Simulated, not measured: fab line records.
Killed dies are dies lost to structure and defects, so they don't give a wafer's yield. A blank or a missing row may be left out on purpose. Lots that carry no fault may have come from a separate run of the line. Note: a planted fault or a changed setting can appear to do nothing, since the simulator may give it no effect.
A lot that was struck, set against a sound lot / flow gf180mcu / 43 steps out of a route of 602
Sound: these wafers, L412.2, L412.3, L412.6. The struck wafers were L411.1, L411.4, L411.5. The cause is given at the end.
Each step with rows lists, per side, the tool, then ch with its chambers, then its first start. Under that, the readings that differ: sound wafers / struck wafers / difference of the means / sigmas: that difference in standard deviations of wafers without a fault.
alike: a reading whose means differ by less than 2 such deviations, as well as words and numbers matching on both sides. not compared: withheld readings; readings where some wafer has no value; bounds like >300 that might hide an equal value; numbers whose values overlap and for which the record gives no deviation.
A row with sigmas, a row that says differs or no value, or rows on one side alone: a step with any of these is where the two part. Numbers that have no deviation but don't overlap get no sigmas and don't part them. A reading that every wafer of one side lacks parts them only if that side has two wafers or more.

first, 1 step without rows for these wafers: GF_POLY_GATE_OXIDATION_16 (stabilise 600 s, purge 300 s, target thk 4 nm).
GF_POLY_GATE_THK_MEAS_17:
  sound: film-metro-02 at day 14 16:56; struck: film-metro-02 at day 14 05:30
  alike: POLY_GATE_OXIDATION_THK
GF_POLY_GATE_CD_MEAS_18:
  sound: cd-sem-01 at day 14 17:00; struck: cd-sem-01 at day 14 05:34
  alike: cd-nm
then, 7 steps without rows for these wafers: GF_HV_LDD_DEHYDRATE_00 (time 60 s); GF_HV_LDD_HMDS_01 (prime time 60 s); GF_HV_LDD_COAT_02 (resist thk 1000 nm); GF_HV_LDD_SOFTBAKE_03 (time 60 s); GF_HV_LDD_EXPOSE_04 (exposes mask Nplus LV AREA, target cd 400 nm); GF_HV_LDD_PEB_05; GF_HV_LDD_DEVELOP_06 (develop time 60 s).
GF_HV_LDD_CD_MEAS_07: target cd 400 nm.
  sound: cd-sem-02 at day 15 13:35; struck: cd-sem-02 at day 15 02:01
  alike: cd-nm
GF_HV_LDD_OVL_MEAS_08:
  sound: overlay-02 at day 15 13:42; struck: overlay-01 at day 15 02:08
  alike: HV_LDD_OVL
GF_HV_LDD_IMPLANT_09:
  struck on implanter-04, day 15 02:10; sound on implanter-01 ch 0, day 15 13:45
  no value came back on the struck wafers for beam-energy-keV, beam-on-s (s), implant-ion-amu; on the sound wafers beam-energy-keV reads 40.015 40.006 40.013
GF_HV_LDD_STRIP_10: strips in O2/N2.
  sound on plasma-asher-02 ch 0,1, day 15 13:53; struck on plasma-asher-04 ch 0,1, day 15 02:19
  alike: drypump-motor-current-A, heater-power-w, oes-product-au, strip-time-to-endpoint-s
  not compared: rf-hours-counter-h
GF_HV_LDD_TW_MEAS_11:
  sound: film-metro-02 at day 15 13:59; struck: film-metro-04 at day 15 02:25
reading=HV_LDD_TW; sound=2411 2407 2405; struck=31 31 31; difference=-2377; sigmas=-68
then, 7 steps without rows for these wafers: GF_HV_LDD_DEHYDRATE_12 (time 60 s); GF_HV_LDD_HMDS_13 (prime time 60 s); GF_HV_LDD_COAT_14 (resist thk 1000 nm); GF_HV_LDD_SOFTBAKE_15 (time 60 s); GF_HV_LDD_EXPOSE_16 (exposes mask Pplus LV AREA, target cd 400 nm); GF_HV_LDD_PEB_17; GF_HV_LDD_DEVELOP_18 (develop time 60 s).
GF_HV_LDD_CD_MEAS_19: target cd 400 nm.
  sound: cd-sem-02 at day 16 12:10; struck: cd-sem-02 at day 15 23:08
  alike: cd-nm
GF_HV_LDD_OVL_MEAS_20:
  sound: overlay-01 at day 16 12:16; struck: overlay-01 at day 15 23:16
  alike: HV_LDD_01_OVL
then, 1 step without rows for these wafers: GF_HV_LDD_IMPLANT_21.
GF_HV_LDD_STRIP_22: strips in O2/N2.
  sound on plasma-asher-04 ch 0,1, day 16 12:27; struck on plasma-asher-04 ch 0, day 15 23:27
  alike: drypump-motor-current-A, heater-power-w, oes-product-au, strip-time-to-endpoint-s
  not compared: rf-hours-counter-h
GF_HV_LDD_TW_MEAS_23:
  sound: film-metro-04 at day 16 12:34; struck: film-metro-02 at day 15 23:33
  alike: HV_LDD_2_TW
then, 7 steps without rows for these wafers: GF_HV_LDD_DEHYDRATE_24 (time 60 s); GF_HV_LDD_HMDS_25 (prime time 60 s); GF_HV_LDD_COAT_26 (resist thk 1000 nm); GF_HV_LDD_SOFTBAKE_27 (time 60 s); GF_HV_LDD_EXPOSE_28 (exposes mask Nplus HV AREA, target cd 400 nm); GF_HV_LDD_PEB_29; GF_HV_LDD_DEVELOP_30 (develop time 60 s).
GF_HV_LDD_CD_MEAS_31: target cd 400 nm.
  sound: cd-sem-02 at day 17 09:52; struck: cd-sem-02 at day 16 22:22
  alike: cd-nm
GF_HV_LDD_OVL_MEAS_32:
  sound: overlay-01 at day 17 09:58; struck: overlay-02 at day 16 22:29
  alike: HV_LDD_02_OVL
then, 4 steps without rows for these wafers: GF_HV_LDD_IMPLANT_33; GF_HV_LDD_IMPLANT_34; GF_HV_LDD_IMPLANT_35; GF_HV_LDD_IMPLANT_36.
GF_HV_LDD_STRIP_37: strips in O2/N2.
  sound on plasma-asher-04 ch 0,1, day 17 10:36; struck on plasma-asher-01 ch 0,1, day 16 23:07
  alike: drypump-motor-current-A, heater-power-w, oes-product-au, strip-time-to-endpoint-s
  not compared: rf-hours-counter-h
GF_HV_LDD_TW_MEAS_38:
  sound: film-metro-02 at day 17 10:43; struck: film-metro-04 at day 16 23:13
  alike: HV_LDD_3_TW
GF_HV_LDD_RS_MEAS_53: measurement is done with a four-point probe.
  sound: film-metro-04 at day 18 10:40; struck: film-metro-03 at day 17 21:58
reading=HV_LDD_RS (ohm/sq); sound=419.3 420.4 420.3; struck=882.8 883.8 884.0; difference=+463.5; sigmas=+99 or more

== WHERE THEY PART ==
Last at GF_HV_LDD_RS_MEAS_53 as far as this record goes, first at GF_HV_LDD_IMPLANT_09.

WHY: what had been put in by the simulator
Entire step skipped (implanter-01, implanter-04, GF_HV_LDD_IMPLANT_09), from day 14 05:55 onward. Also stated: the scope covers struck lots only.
